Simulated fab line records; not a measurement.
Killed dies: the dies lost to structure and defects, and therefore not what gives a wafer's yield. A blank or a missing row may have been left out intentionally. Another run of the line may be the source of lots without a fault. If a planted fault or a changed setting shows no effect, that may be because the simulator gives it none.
Which tool is to blame? :: flow sky130 :: Sampling: 14 lots, 42 wafers, 5 of 708 route steps

== WHAT THE GAUGES SHOWED, per wafer ==
SKY_NWELL_RS_MEAS_29: uses a four-point probe to measure.
lot: L140
measured: day 5 15:43
on: film metro-02
NWELL_RS (ohm/sq): 624.2 624.7 623.6

lot: L141
measured: day 5 23:49
on: film metro-02
NWELL_RS (ohm/sq): 621.6 622.4 620.6

lot: L142
measured: day 6 01:25
on: film metro-01
NWELL_RS (ohm/sq): 648.1 648.8 648.0

lot: L143
measured: day 6 09:45
on: film metro-04
NWELL_RS (ohm/sq): 650.8 652.7 651.6

lot: L148
measured: day 7 12:16
on: film metro-04
NWELL_RS (ohm/sq): 623.1 625.4 623.6

lot: L151
measured: day 8 09:53
on: film metro-02
NWELL_RS (ohm/sq): 621.3 621.3 621.3

lot: L152
measured: day 8 14:19
on: film metro-02
NWELL_RS (ohm/sq): 619.8 620.3 620.8

lot: L153
measured: day 8 23:41
on: film metro-01
NWELL_RS (ohm/sq): 623.5 623.4 622.8

lot: L154
measured: day 9 06:05
on: film metro-04
NWELL_RS (ohm/sq): 625.9 626.0 625.8

lot: L156
measured: day 9 18:28
on: film metro-01
NWELL_RS (ohm/sq): 628.0 628.4 627.2

lot: L157
measured: day 10 00:26
on: film metro-02
NWELL_RS (ohm/sq): 624.4 623.6 625.7

lot: L159
measured: day 10 06:31
on: film metro-02
NWELL_RS (ohm/sq): 622.4 622.0 624.6

lot: L160
measured: day 10 14:22
on: film metro-02
NWELL_RS (ohm/sq): 624.9 625.7 626.3

lot: L162
measured: day 11 02:46
on: film metro-04
NWELL_RS (ohm/sq): 622.8 622.4 621.7

SKY_LDD_HVP_TW_MEAS_10.
lot: L140
measured: day 21 23:19
on: film metro-01
LDD_HVP_TW: 459 454 457

lot: L141
measured: day 22 10:41
on: film metro-03
LDD_HVP_TW: 454 457 458

lot: L148
measured: day 24 21:46
on: film metro-03
LDD_HVP_TW: 457 454 457

lot: L151
measured: day 26 03:05
on: film metro-02
LDD_HVP_TW: 447 447 450

lot: L152
measured: day 26 08:19
on: film metro-03
LDD_HVP_TW: 458 454 451

lot: L153
measured: day 26 18:44
on: film metro-01
LDD_HVP_TW: 452 451 451

lot: L154
measured: day 27 06:16
on: film metro-02
LDD_HVP_TW: 448 445 446

lot: L156
measured: day 27 21:11
on: film metro-01
LDD_HVP_TW: 455 454 452

lot: L157
measured: day 28 05:28
on: film metro-01
LDD_HVP_TW: 458 455 458

lot: L159
measured: day 28 17:58
on: film metro-01
LDD_HVP_TW: 458 457 456

lot: L160
measured: day 29 00:23
on: film metro-02
LDD_HVP_TW: 447 446 450

lot: L162
measured: day 30 04:28
on: film metro-02
LDD_HVP_TW: 447 445 445

SKY_LI_CONTACT_THK_MEAS_23: measures by xrf.
lot: L140
measured: day 29 13:37
on: film metro-01
LI_CONTACT_W_THK (nm): 411 417 415

lot: L141
measured: day 30 00:36
on: film metro-03
LI_CONTACT_W_THK (nm): 405 395 397

lot: L148
measured: day 32 04:22
on: film metro-03
LI_CONTACT_W_THK (nm): 403 406 405

lot: L151
measured: day 33 08:22
on: film metro-03
LI_CONTACT_W_THK (nm): 403 411 410

lot: L152
measured: day 33 14:53
on: film metro-01
LI_CONTACT_W_THK (nm): 412 406 418

lot: L153
measured: day 33 23:54
on: film metro-01
LI_CONTACT_W_THK (nm): 418 414 412

lot: L154
measured: day 34 10:11
on: film metro-01
LI_CONTACT_W_THK (nm): 408 401 405

lot: L156
measured: day 34 23:06
on: film metro-01
LI_CONTACT_W_THK (nm): 417 416 409

lot: L157
measured: day 35 08:38
on: film metro-04
LI_CONTACT_W_THK (nm): 400 406 407

lot: L159
measured: day 35 19:59
on: film metro-04
LI_CONTACT_W_THK (nm): 396 399 399

lot: L160
measured: day 36 01:42
on: film metro-04
LI_CONTACT_W_THK (nm): 402 400 400

lot: L162
measured: day 37 04:31
on: film metro-01
LI_CONTACT_W_THK (nm): 395 394 395

== WHICH TOOL RAN EACH LOT (tool, then ch and the chambers of the sampled wafers, then the start) ==
lot: L140
SKY_NWELL_IMPLANT_13: implanter-02 ch 0, day 4 21:17
SKY_POLY_CUT_ETCH_10: rie diel-02 ch 0,1, day 24 13:20

lot: L141
SKY_NWELL_IMPLANT_13: implanter-01 ch 0, day 5 04:20
SKY_POLY_CUT_ETCH_10: rie diel-03 ch 1,2,3, day 25 02:35

lot: L142
SKY_NWELL_IMPLANT_13: implanter-03, day 5 06:42
SKY_POLY_CUT_ETCH_10: -

lot: L143
SKY_NWELL_IMPLANT_13: implanter-01, day 5 14:02
SKY_POLY_CUT_ETCH_10: -

lot: L148
SKY_NWELL_IMPLANT_13: implanter-03 ch 0, day 6 16:01
SKY_POLY_CUT_ETCH_10: rie diel-03 ch 1,2,3, day 27 09:10

lot: L151
SKY_NWELL_IMPLANT_13: implanter-01 ch 0, day 7 13:36
SKY_POLY_CUT_ETCH_10: rie diel-01 ch 0,2,3, day 28 14:04

lot: L152
SKY_NWELL_IMPLANT_13: implanter-01 ch 0, day 7 17:38
SKY_POLY_CUT_ETCH_10: rie diel-02 ch 1,2,3, day 28 21:07

lot: L153
SKY_NWELL_IMPLANT_13: implanter-03 ch 0, day 8 03:23
SKY_POLY_CUT_ETCH_10: rie diel-03 ch 1,3, day 29 06:38

lot: L154
SKY_NWELL_IMPLANT_13: implanter-01 ch 0, day 8 09:00
SKY_POLY_CUT_ETCH_10: rie diel-03 ch 0,3, day 29 17:52

lot: L156
SKY_NWELL_IMPLANT_13: implanter-01 ch 0, day 8 20:42
SKY_POLY_CUT_ETCH_10: rie diel-01 ch 1,2,3, day 30 08:50

lot: L157
SKY_NWELL_IMPLANT_13: implanter-02 ch 0, day 9 02:46
SKY_POLY_CUT_ETCH_10: rie diel-02 ch 0,2,3, day 30 16:25

lot: L159
SKY_NWELL_IMPLANT_13: implanter-01 ch 0, day 9 08:17
SKY_POLY_CUT_ETCH_10: rie diel-02 ch 0,3, day 31 03:59

lot: L160
SKY_NWELL_IMPLANT_13: implanter-01 ch 0, day 9 15:49
SKY_POLY_CUT_ETCH_10: rie diel-01 ch 0,3, day 31 09:22

lot: L162
SKY_NWELL_IMPLANT_13: implanter-02 ch 0, day 10 03:59
SKY_POLY_CUT_ETCH_10: rie diel-02 ch 0,2,3, day 32 14:08
- SKY_NWELL_IMPLANT_13
- SKY_POLY_CUT_ETCH_10: etches BARC in N2/H2, stops on SiO2, time 45.9 s, target depth 60 nm.

== AS READ BY THE TOOLS THEMSELVES (means over the sampled wafers that have a number; for cases with no such wafer, the mark the record gives instead) ==
SKY_NWELL_IMPLANT_13.
lot: L140
tool: implanter-02
beam energy keV: 49.999
beam on s (s): 10.27
faraday current uA: 3.84

lot: L141
tool: implanter-01
beam energy keV: 49.999
beam on s (s): 9.90
faraday current uA: 3.97

lot: L142
tool: implanter-03
beam energy keV: -
beam on s (s): -
faraday current uA: -

lot: L143
tool: implanter-01
beam energy keV: -
beam on s (s): -
faraday current uA: -

lot: L148
tool: implanter-03
beam energy keV: 50.016
beam on s (s): 9.99
faraday current uA: 3.96

lot: L151
tool: implanter-01
beam energy keV: 49.993
beam on s (s): 10.03
faraday current uA: 3.95

lot: L152
tool: implanter-01
beam energy keV: 50.019
beam on s (s): 9.94
faraday current uA: 3.98

lot: L153
tool: implanter-03
beam energy keV: 50.004
beam on s (s): 10.26
faraday current uA: 3.84

lot: L154
tool: implanter-01
beam energy keV: 50.008
beam on s (s): 10.22
faraday current uA: 3.86

lot: L156
tool: implanter-01
beam energy keV: 49.985
beam on s (s): 9.97
faraday current uA: 3.97

lot: L157
tool: implanter-02
beam energy keV: 49.991
beam on s (s): 9.97
faraday current uA: 3.96

lot: L159
tool: implanter-01
beam energy keV: 50.017
beam on s (s): 10.07
faraday current uA: 3.93

lot: L160
tool: implanter-01
beam energy keV: 49.993
beam on s (s): 9.70
faraday current uA: 4.07

lot: L162
tool: implanter-02
beam energy keV: 50.017
beam on s (s): 10.07
faraday current uA: 3.92

SKY_POLY_CUT_ETCH_10.
lot: L140
tool: rie diel-02
drypump motor current A (A): 5.0
oes product au (a.u.): 0.861
throttle valve pct (%): 13.228

lot: L141
tool: rie diel-03
drypump motor current A (A): 5.7
oes product au (a.u.): 0.859
throttle valve pct (%): 13.226

lot: L148
tool: rie diel-03
drypump motor current A (A): 5.7
oes product au (a.u.): 0.854
throttle valve pct (%): 13.232

lot: L151
tool: rie diel-01
drypump motor current A (A): 6.0
oes product au (a.u.): 0.857
throttle valve pct (%): 13.221

lot: L152
tool: rie diel-02
drypump motor current A (A): 5.4
oes product au (a.u.): 0.856
throttle valve pct (%): 13.229

lot: L153
tool: rie diel-03
drypump motor current A (A): 5.8
oes product au (a.u.): 0.858
throttle valve pct (%): 13.228

lot: L154
tool: rie diel-03
drypump motor current A (A): 6.3
oes product au (a.u.): 0.854
throttle valve pct (%): 13.226

lot: L156
tool: rie diel-01
drypump motor current A (A): 6.0
oes product au (a.u.): 0.858
throttle valve pct (%): 13.221

lot: L157
tool: rie diel-02
drypump motor current A (A): 5.4
oes product au (a.u.): 0.855
throttle valve pct (%): 13.234

lot: L159
tool: rie diel-02
drypump motor current A (A): 5.3
oes product au (a.u.): 0.853
throttle valve pct (%): 13.218

lot: L160
tool: rie diel-01
drypump motor current A (A): 5.7
oes product au (a.u.): 0.851
throttle valve pct (%): 13.226

lot: L162
tool: rie diel-02
drypump motor current A (A): 5.4
oes product au (a.u.): 0.850
throttle valve pct (%): 13.225

== THE ANSWER, worked out from the rows above alone ==
Rule: what is usual is taken from the lots themselves. The widest of any qualifying gaps counts: lots, ordered by their means at a reading, are off when they make up no more than a third of the lots, leave a main group of 4 or more, and stand apart from it by 3 or more times the standard deviation of that group's means. The tables above print the reading to a certain number of digits; a main group whose means all agree to those digits is not used. Also off: a lot with no number at a reading for which 4 or more lots have one. The other lots that the step has rows for count as sound. After the gauges, taken in route order, come the tools' own readings; for these a lot's mean is taken, as printed above. The first step at which some lot is off is used, and at that step the reading that is off furthest; a lot without a number counts as furthest.
Off: L142, L143, at SKY_NWELL_RS_MEAS_29 (NWELL_RS). Mean 623.7 ohm/sq and standard deviation 2.1 in the main group.
If a tool, at a process step before that reading, ran all the lots that are off and no sound lot after the first of them, it fits. Not tried: the gauges at SKY_NWELL_RS_MEAS_29; whatever is off there is also off at SKY_NWELL_IMPLANT_13, on other tools, and gauge error can't account for it. None of those tried fits.

== WHAT HAD BEEN PUT IN BY THE SIMULATOR ==
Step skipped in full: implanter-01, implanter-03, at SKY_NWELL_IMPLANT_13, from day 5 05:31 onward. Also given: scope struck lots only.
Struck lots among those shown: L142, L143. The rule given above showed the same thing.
